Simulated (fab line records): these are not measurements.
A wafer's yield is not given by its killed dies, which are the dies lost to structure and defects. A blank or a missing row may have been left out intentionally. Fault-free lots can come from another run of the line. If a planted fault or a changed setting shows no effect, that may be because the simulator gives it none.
2 desks looking at one fault | flow sky130 | each desk has only its own numbers; what lay behind them comes last

== FOR THE TOOL OWNER'S DESK: cvd_w-02 ==
The tool's own readings at SKY_CONTACT_CVD_24 (deposits W, target thk 340 nm, time 102.12 s): means of the sampled wafers that have a number, for each lot that ran on this tool. Any lot whose mean is over 4 standard deviations away from the usual mean is out of limits and marked OUT; that distance is given in the brackets.
Columns: A = heater_power_w at SKY_CONTACT_CVD_24, usual 802 W
lot  | first seen here | A
L694 | day 32 18:29    | 858
L697 | day 33 12:44    | 848
L700 | day 34 09:42    | 851
L702 | day 34 15:47    | 854
L703 | day 35 22:21    | 869
L713 | day 38 01:28    | 851
L716 | day 38 19:20    | 833
Finding of this desk: none of the 7 lots has anything out of limits.

== AT THE METROLOGY DESK ==
Means of the sampled wafers that have a number, per lot and without regard to the tool the lot ran on: this is what the gauges read. Any lot whose mean is over 4 standard deviations away from the usual mean is out of limits and marked OUT; that distance is given in the brackets.
Columns: A = VT_ADJUST_HVTR_TW at SKY_VT_ADJUST_HVTR_TW_MEAS_11, usual 210.2; B = LDD_N_OVL at SKY_LDD_N_OVL_MEAS_07, usual -0.4 nm; C = CONTACT_W_RS at SKY_CONTACT_RS_MEAS_25, usual 0.343 ohm/sq; D = CONTACT_W_THK at SKY_CONTACT_THK_MEAS_26, usual 322 nm
lot  | first seen here | A     | B    | C               | D
L694 | day 10 08:36    | 208.0 | 0.5  | 0.348           | 319
L695 | day 10 10:47    | 209.1 | -1.4 | 0.337           | 327
L697 | day 11 06:19    | 212.5 | 0.6  | 0.348           | 316
L700 | day 11 15:49    | 210.0 | 0.4  | 0.347           | 323
L702 | day 12 05:55    | 211.8 | -0.7 | 0.404 (+15) OUT | 281 (-9.0) OUT
L703 | day 12 19:39    | 208.1 | -1.0 | 0.447 (+26) OUT | 258 (-14) OUT
L710 | day 14 14:11    | 212.0 | -1.2 | 0.343           | 323
L712 | day 15 08:31    | 211.9 | 0.6  | 0.342           | 323
L713 | day 15 15:04    | 209.0 | -0.6 | 0.343           | 321
L716 | day 16 08:29    | 209.7 | 1.9  | 0.343           | 323
Per this desk, out of limits: L702, L703; the first was L702, day 34 15:55 (CONTACT_W_RS at SKY_CONTACT_RS_MEAS_25). Within limits: L694, L695, L697, L700, L710, L712, L713, L716.

== BROUGHT TOGETHER ==
Metrology desk: alarm possible at day 34 15:55 on L702, L703.
The desk of the tool owner found nothing out of limits.
On record at the tool owner's desk: L702, L703, within its limits.
The lots listed all ran SKY_CONTACT_CVD_24 on cvd_w-02.

== WHAT THE SIMULATOR PUT IN ==
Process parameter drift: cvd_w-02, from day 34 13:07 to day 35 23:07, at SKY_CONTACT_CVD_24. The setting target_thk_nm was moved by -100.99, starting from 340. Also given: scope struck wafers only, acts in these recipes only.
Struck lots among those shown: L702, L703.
Hours from the fault's start to each desk's first reading out of limits: the metrology desk, 3.
